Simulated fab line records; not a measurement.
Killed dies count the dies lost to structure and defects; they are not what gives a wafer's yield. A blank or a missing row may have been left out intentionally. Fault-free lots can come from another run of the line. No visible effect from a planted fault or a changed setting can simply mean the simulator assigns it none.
A struck lot beside a sound one	flow sky130	25 out of 708 route steps
Sound: wafers L843.1, L843.5, L843.6. Struck: wafers L851.2, L851.3, L851.4. The cause comes at the end.
Per side, at each step with rows, come the tool, then ch with its chambers, and then its first start. Under that, the readings that differ: sound wafers	struck wafers	difference of the means	sigmas: that difference in standard deviations of wafers without a fault.
alike: words and numbers the same on both sides, and readings whose means are apart by under 2 such deviations; not compared: readings that were withheld, readings missing a value for some wafer, numbers with overlapping values and no deviation given by the record, and bounds like >300 which may hide the same value.
Wherever a step has rows on one side only, a row that says differs or no value, or a row with sigmas, the two part there. Numbers that have no deviation but don't overlap get no sigmas and don't part them. Lack of a reading on every wafer of one side parts them only where that side has two or more wafers.

first, 7 steps without rows for these wafers: SKY_FIELD_ISO_HMDS_06 (prime time 60 s); SKY_FIELD_ISO_COAT_07 (resist thk 60 nm); SKY_FIELD_ISO_COAT_08 (resist thk 450 nm); SKY_FIELD_ISO_SOFTBAKE_09 (time 90 s); SKY_FIELD_ISO_EXPOSE_10 (exposes mask FOM, target cd 150 nm); SKY_FIELD_ISO_PEB_11; SKY_FIELD_ISO_DEVELOP_12 (develop time 60 s).
SKY_FIELD_ISO_CD_MEAS_13 targets a cd of 150 nm.
  struck on cdSem-02, day 6 08:13; sound on cdSem-01, day 4 13:11
  alike: cdNm
SKY_FIELD_ISO_ETCH_14: etches BARC in N2/H2, stops on SiO2, time 45.9 s, target depth 60 nm.
  sound on rieDiel-03 ch 1,2, day 4 13:18; struck on rieDiel-04 ch 0,1,2, day 6 08:19
  alike: chamberPressureMTorr, drypumpMotorCurrentA, oesProductAu, runLengthS, throttleValvePct
  not compared: rfHoursCounterH
SKY_FIELD_ISO_ETCH_15: etches the open film in CHF3/O2, stops on Si, target depth 180 nm, time 72 s.
  sound on rieDiel-03 ch 1,2, day 4 13:20; struck on rieDiel-04 ch 0,1,2, day 6 08:21
  alike: chamberPressureMTorr, drypumpMotorCurrentA, oesProductAu, runLengthS, throttleValvePct
  not compared: rfHoursCounterH
SKY_FIELD_ISO_STRIP_16: strips in O2/N2.
  sound on plasmaAsher-01 ch 0,1, day 4 13:24; struck on plasmaAsher-03 ch 0,1, day 6 08:25
  alike: chamberPressureMTorr, drypumpMotorCurrentA, o2FlowSccm, oesProductAu, stripTimeToEndpointS
  not compared: rfHoursCounterH
SKY_FIELD_ISO_ETCH_17: etches Si in HBr/Cl2/O2, target depth 342 nm, time 97.7 s.
  sound on rieSi-02 ch 0,2,3, day 4 13:30; struck on rieSi-02 ch 0,1,3, day 6 08:31
  alike: HBr_flow_sccm, chamberPressureMTorr, drypumpMotorCurrentA, oesProductAu, runLengthS, throttleValvePct
  not compared: rfHoursCounterH
SKY_FIELD_ISO_WET_ETCH_18: etches Si3N4 in H3PO4, target depth 25 nm, time 286 s.
  sound on wetBench-04 ch 0, day 4 13:34; struck on wetBench-04 ch 2, day 6 08:35
reading	sound	struck	difference	sigmas
runLengthS (s)	319 319 319	187 187 187	-132	-32
model.Si3N4_of_FIELD_ISO_CVD_03.thkNm (nm)	124.5 126 125.4	135.8 134.9 135.6	+10.1	
then, 4 steps without rows for these wafers: SKY_FIELD_ISO_CLEAN_19 (cleans in SC1/SC2, time 150 s); SKY_FIELD_ISO_CLEAN_20 (cleans in dHF, time 20 s); SKY_FIELD_ISO_WET_ETCH_21 (etches SiO2 in dHF, target depth 20 nm, time 400 s); SKY_FIELD_ISO_OXIDATION_22 (stabilise 600 s, purge 300 s, target thk 10 nm).
SKY_FIELD_ISO_THK_MEAS_23:
  struck on filmMetro-01, day 6 10:54; sound on filmMetro-02, day 4 16:15
  alike: FIELD_ISO_OXIDATION_01_THK
then, 1 step without rows for these wafers: SKY_FIELD_ISO_CVD_24 (deposits SiO2, target thk 595 nm, time 99.2 s).
SKY_FIELD_ISO_THK_MEAS_25:
  struck on filmMetro-03, day 6 11:02; sound on filmMetro-01, day 4 16:23
  alike: FIELD_ISO_CVD_24_THK
then, 1 step without rows for these wafers: SKY_FIELD_ISO_ANNEAL_26 (time 1800 s).
SKY_FIELD_ISO_CMP_27: polishes, stops on Si3N4, t overpolish 14.79 s, target thk 457.8 nm.
  sound on cmp-02 ch 0,3, day 4 18:35; struck on cmp-01 ch 1,2,3, day 6 15:05
  alike: motorCurrentA
SKY_FIELD_ISO_WET_ETCH_28: etches SiO2 in dHF, target depth 23.7 nm, time 47 s.
  sound on wetBench-04 ch 2, day 4 18:50; struck on wetBench-03 ch 2, day 6 15:20
reading	sound	struck	difference	sigmas
model.Si3N4_of_FIELD_ISO_CVD_03.thkNm (nm)	118.7 120.2 119.6	130 129.1 129.8	+10	
  alike: runLengthS
then, 1 step without rows for these wafers: SKY_FIELD_ISO_WET_ETCH_29 (etches Si3N4 in H3PO4, target depth 160 nm, time 1825 s).
-- the record jumps here: 44 days lie between the struck wafers' starts before and after (it left off in module FIELD_ISO and takes up again in module PAD_OPEN, whose first step shown is number 708 of the route) --
SKY_PAD_OPEN_PROBE_99:
  struck on prober-02, day 50 13:23; sound on prober-01, day 48 10:02
reading	sound	struck	difference	sigmas
killedAtContacts	29 34 25	20 19 15	-11	-2
killedDies	96 92 99	74 75 64	-25	-3
model.etest.pfet_16v.rOnOhmUm	1.521e+04 1.535e+04 1.492e+04	1.546e+04 1.548e+04 1.621e+04	+5.567e+02	
model.etest.resIsoPwell.rsOhmSq	3133 3251 2974	3304 3372 3719	+346	
model.etest.resIsoPwell.lineOhmUm	1188 1218 1110	1254 1250 1421	+136	
model.etest.capLiToPoly.cAfUm2	99.21 99.04 100.7	103.7 102.6 102.7	+3.3	
model.etest.fieldP.vtV (V)	-40.93 -41.75 -39.6	-43.22 -43.5 -45.7	-3.38	
  alike: killed_at_M0_to_M3, killed_at_M4_up, killedAtFrontEnd, killedAtOther, killedOpen, killedShort
  not compared: model.etest.fieldN.vtV

## WHERE THEY PART
First at SKY_FIELD_ISO_WET_ETCH_18; last, within this record, at SKY_PAD_OPEN_PROBE_99.

WHY: what the simulator had put in
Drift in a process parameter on wetBench-04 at SKY_FIELD_ISO_WET_ETCH_18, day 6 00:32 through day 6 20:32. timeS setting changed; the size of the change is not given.
